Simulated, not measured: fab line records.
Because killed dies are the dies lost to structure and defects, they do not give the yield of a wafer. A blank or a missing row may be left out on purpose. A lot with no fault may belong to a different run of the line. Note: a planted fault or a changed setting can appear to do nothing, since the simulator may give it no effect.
A lot that was struck, set against a sound lot    flow sky130    15 steps out of a route of 708
Sound: the wafers L416.1, L416.4, L416.6. Wafers L434.1, L434.5, L434.6 were the ones struck. The cause is named last.
At each step with rows: each side's tool, then ch and its chambers, then its first start. Under that, the readings that differ: sound wafers    struck wafers    difference of the means    sigmas: that difference in standard deviations of wafers without a fault.
alike: readings with means less than 2 such deviations apart, plus words and numbers identical on both sides. not compared: withheld readings, readings lacking a value on some wafer, bounds such as >300 that could conceal the same value, and numbers that have no deviation in the record and whose values overlap.
The two part at a step that has a row with sigmas, a row that says differs or no value, or rows on one side only. Numbers that have no deviation but don't overlap get no sigmas and don't part them. A reading that every wafer of one side lacks parts them only if that side has two wafers or more.

SKY_METAL5_RS_MEAS_05: a four-point-probe measurement.
  struck on film metro-03, day 48 15:22; sound on film metro-01, day 43 08:15
  alike: METAL5_ALCU_RS
SKY_METAL5_THK_MEAS_06: measures by xrf.
  struck on film metro-03, day 48 15:29; sound on film metro-01, day 43 08:22
  alike: METAL5_ALCU_THK
then, 7 steps without rows for these wafers: SKY_METAL5_DEHYDRATE_07 (time 60 s); SKY_METAL5_HMDS_08 (prime time 60 s); SKY_METAL5_COAT_09 (resist thk 1800 nm); SKY_METAL5_SOFTBAKE_10 (time 60 s); SKY_METAL5_EXPOSE_11 (exposes mask MM5, target cd 1600 nm); SKY_METAL5_PEB_12; SKY_METAL5_DEVELOP_13 (develop time 60 s).
SKY_METAL5_DESCUM_14: chemistry O2, time 11 s.
  sound on rie metal-04 ch 0,1, day 44 06:16; struck on rie metal-03 ch 0,1, day 49 09:28
  alike: chamber pressure mTorr, drypump motor current A, oes product au
  not compared: rf hours counter h
SKY_METAL5_METAL_ETCH_15: etches the open film in Cl2/BCl3, stops on SiO2, target depth 1260 nm, time 252 s.
  sound on rie metal-04 ch 0,1, day 44 06:19; struck on rie metal-03 ch 0,1, day 49 09:31
  alike: chamber pressure mTorr, drypump motor current A, oes product au, throttle valve pct
  not compared: rf hours counter h
SKY_METAL5_STRIP_16: strips in O2/N2.
  sound on plasma asher-03 ch 0,1, day 44 06:32; struck on plasma asher-04 ch 0,1, day 49 09:44
  alike: chamber pressure mTorr, drypump motor current A, oes product au, strip time to endpoint s
  not compared: rf hours counter h
SKY_METAL5_STRIP_17: strips in post etch residue remover, time 1200 s.
  sound on wet bench-01 ch 0, day 44 06:38; struck on wet bench-01 ch 2, day 49 09:52
reading     sound              struck             difference  sigmas
temp c (C)  72.41 72.29 72.28  71.54 71.57 71.70  -0.72       -6
  alike: bath heat duty pct
then, 1 step without rows for these wafers: SKY_METAL5_CLEAN_18 (cleans in IPA, time 180 s).
SKY_PAD_OPEN_PROBE_99:
  only the struck wafers here have rows in the record (prober-01, day 50 21:53); the sound ones have none

WHERE THEY PART
Earliest at SKY_METAL5_STRIP_17; latest, in this record, at SKY_PAD_OPEN_PROBE_99.

WHY: what the simulator had put in
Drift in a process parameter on wet bench-01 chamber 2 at SKY_METAL5_STRIP_17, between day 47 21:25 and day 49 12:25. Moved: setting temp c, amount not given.
